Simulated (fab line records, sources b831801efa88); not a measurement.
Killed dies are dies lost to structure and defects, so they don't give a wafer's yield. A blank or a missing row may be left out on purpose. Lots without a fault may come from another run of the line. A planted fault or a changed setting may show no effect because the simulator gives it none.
One fault seen from 2 desks | flow sky130 | each desk has only its own numbers; what lay behind them comes last

THE TOOL OWNER'S DESK: cmp-02
The tool's own readings at SKY_LI_CONTACT_CMP_24 (polishes, stops on PSG, t overpolish 20 s, target thk 0 nm): means of the sampled wafers that have a number, for each lot that ran on this tool. A lot is out of limits, marked OUT, if its mean lies more than 4 standard deviations from the usual mean; the brackets give that distance.
Columns: A = edge_zone_pressure_frac at SKY_LI_CONTACT_CMP_24, usual 1.000; B = motor_current_A at SKY_LI_CONTACT_CMP_24, usual 11.2 A; C = overpolish_run_s at SKY_LI_CONTACT_CMP_24, usual 20.000 s; D = time_to_endpoint_s at SKY_LI_CONTACT_CMP_24, usual 96 s
lot  | first seen here | A     | B    | C      | D
L266 | day 29 15:59    | 1.002 | 10.7 | 20.000 | 93
L268 | day 30 13:21    | 0.996 | 11.0 | 20.001 | 96
L272 | day 31 13:37    | 1.002 | 11.5 | 20.005 | 98
L273 | day 32 04:09    | 0.994 | 11.7 | 20.000 | 96
L278 | day 33 17:28    | 0.995 | 11.0 | 20.000 | 91
L282 | day 34 16:44    | 1.000 | 10.2 | 19.998 | 74 (-5.8) OUT
L284 | day 35 02:10    | 1.002 | 11.1 | 19.999 | 68 (-7.2) OUT
L285 | day 35 08:11    | 1.004 | 11.8 | 19.998 | 50 (-12) OUT
This desk's finding: out of limits on L282, L284, L285; first on L282, day 34 16:44 (time_to_endpoint_s at SKY_LI_CONTACT_CMP_24). In limits: L266, L268, L272, L273, L278.

THE METROLOGY DESK
What the gauges read, lot by lot, whatever tool the lot ran on: means of the sampled wafers that have a number. A lot is out of limits, marked OUT, if its mean lies more than 4 standard deviations from the usual mean; the brackets give that distance.
Columns: A = cd_nm at SKY_LI_CONTACT_CD_MEAS_12, usual 169.9 nm
lot  | first seen here | A
L266 | day 29 14:56    | 168.3
L268 | day 30 12:20    | 169.1
L272 | day 31 12:29    | 171.7
L273 | day 32 03:09    | 172.4
L274 | day 32 03:31    | 170.5
L275 | day 32 23:31    | 169.1
L277 | day 33 06:35    | 171.6
L278 | day 33 16:28    | 169.0
L282 | day 34 15:34    | 171.4
L283 | day 34 22:28    | 170.4
L284 | day 35 01:02    | 171.2
L285 | day 35 07:05    | 168.1
L288 | day 36 04:47    | 169.8
This desk's finding: nothing out of limits on any of the 13 lots.

PUT TOGETHER
The tool owner's desk could have raised an alarm at day 34 16:44, on L282, L284, L285.
The metrology desk saw nothing out of limits.
The metrology desk has L282, L284, L285 on record, within its limits.
Of the lots named, all ran SKY_LI_CONTACT_CMP_24 on cmp-02.

WHAT THE SIMULATOR HAD PUT IN
Process parameter drift: cmp-02, from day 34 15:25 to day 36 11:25, at SKY_LI_CONTACT_CMP_24. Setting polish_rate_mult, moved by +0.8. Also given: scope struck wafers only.
Lots struck among those shown: L282, L284, L285.
Hours from the fault's start to each desk's first reading out of limits: the tool owner's desk, 1.
